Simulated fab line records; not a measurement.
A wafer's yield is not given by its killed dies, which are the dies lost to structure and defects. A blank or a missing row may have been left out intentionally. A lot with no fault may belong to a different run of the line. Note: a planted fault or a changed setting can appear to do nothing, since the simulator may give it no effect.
Lot-split experiment | flow sky130 | 23 wafers read from 5 lots, route of 708 steps

## THE SPLIT
At SKY_VT_ADJUST_HVTP_EXPOSE_04 (exposes mask HVTPM, target cd 380 nm), the setting dose mj was moved away from the recipe's 140 on 10 of the 23 wafers read, by -6.6% to +7.1%. All remaining wafers had this setting at the recipe value.

## FROM THE SPLIT TO THE READING: what the file shows between them, 2 steps
- SKY_VT_ADJUST_HVTP_PEB_05
- SKY_VT_ADJUST_HVTP_DEVELOP_06: develop time 60 s

## THE READING
cd nm at SKY_VT_ADJUST_HVTP_CD_MEAS_07, given in nm (cd target 380 nm). On this fab line, fault-free wafers typically give 379.3 nm with a standard deviation of 2.2 nm.

wafer  | tool, chamber at the split | dose mj as run | against the recipe | cd nm, nm | against lot-mates on the recipe
L074.1 | iline stepper-02, 0        | 134.2          | -4.1%              | 364.6     | -12.2
L074.3 | iline stepper-02, 0        | 140            | recipe             | 377.1     | -
L074.4 | iline stepper-02, 0        | 140            | recipe             | 375.3     | -
L074.5 | iline stepper-02, 0        | 134.2          | -4.1%              | 361.7     | -15.1
L074.6 | iline stepper-02, 0        | 140            | recipe             | 377.9     | -
L076.2 | iline stepper-02, 0        | 140            | recipe             | 378.8     | -
L076.4 | iline stepper-02, 0        | 140            | recipe             | 376.6     | -
L076.6 | iline stepper-02, 0        | 140            | recipe             | 380.4     | -
L077.1 | iline stepper-02, 0        | 140            | recipe             | 378.4     | -
L077.2 | iline stepper-02, 0        | 149.9          | +7.1%              | 397.6     | +19.8
L077.3 | iline stepper-02, 0        | 149.9          | +7.1%              | 398.6     | +20.8
L077.4 | iline stepper-02, 0        | 140            | recipe             | 377.2     | -
L077.6 | iline stepper-02, 0        | 149.9          | +7.1%              | 397.0     | +19.2
L079.1 | iline stepper-01, 0        | 145.3          | +3.8%              | 392.7     | +9.2
L079.2 | iline stepper-01, 0        | 140            | recipe             | 384.1     | -
L079.3 | iline stepper-01, 0        | 140            | recipe             | 382.9     | -
L079.4 | iline stepper-01, 0        | 145.3          | +3.8%              | 394.3     | +10.8
L079.5 | iline stepper-01, 0        | 145.3          | +3.8%              | 394.0     | +10.5
L084.2 | iline stepper-02, 0        | 140            | recipe             | 378.0     | -
L084.3 | iline stepper-02, 0        | 140            | recipe             | 378.6     | -
L084.4 | iline stepper-02, 0        | 130.8          | -6.6%              | 360.2     | -18.0
L084.5 | iline stepper-02, 0        | 130.8          | -6.6%              | 357.8     | -20.4
L084.6 | iline stepper-02, 0        | 140            | recipe             | 377.9     | -

FIT RESULTS
A straight line over all 23 wafers: cd nm changes by +3.07 nm for each +1% of dose mj; r = +0.97; the points scatter about the line by 2.7 nm.
The same after taking each lot's own level away (the mean of its wafers on the recipe; 23 wafers): +2.89 nm for each +1%; r = +0.99; scatter 1.2 nm.
On that fit, the largest move of dose mj shifts the reading by 20 nm.
From 376.77 to 383.50 nm: that is the span of the lots' own levels, equal to 3.1 times the standard deviation above.
Consequently the slope shifts little with the lot-to-lot level, the two slopes agreeing.
Check: with one of the wafers moved furthest among these (+7.1%) left out of the fit, the line predicts +20.2 nm for it against its lot-mates. Against them it came out at +19.8 nm.

## OTHER SPLITS APPLIED TO THESE WAFERS
Note: prior to the reading, these wafers also went through further splits. Each is held against what the fit with the lots' levels taken away leaves over:
other split on the same wafers  | wafers away from the commonest value | r with cd nm (lot level and that fit taken away)
SKY_FIELD_ISO_CVD_03 temp c     | 5                                    | +0.12
SKY_FIELD_ISO_EXPOSE_10 dose mj | 5                                    | +0.00
SKY_FIELD_ISO_ETCH_17 icp w     | 11                                   | +0.14
SKY_NWELL_COAT_05 resist thk nm | 11                                   | -0.12
SKY_NWELL_IMPLANT_13 energy kev | 7                                    | +0.05
SKY_NWELL_IMPLANT_24 energy kev | 9                                    | +0.04

## THE FILE'S OWN FIT
cd nm changes by +2.9 nm for each +1% of dose mj, r = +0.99.
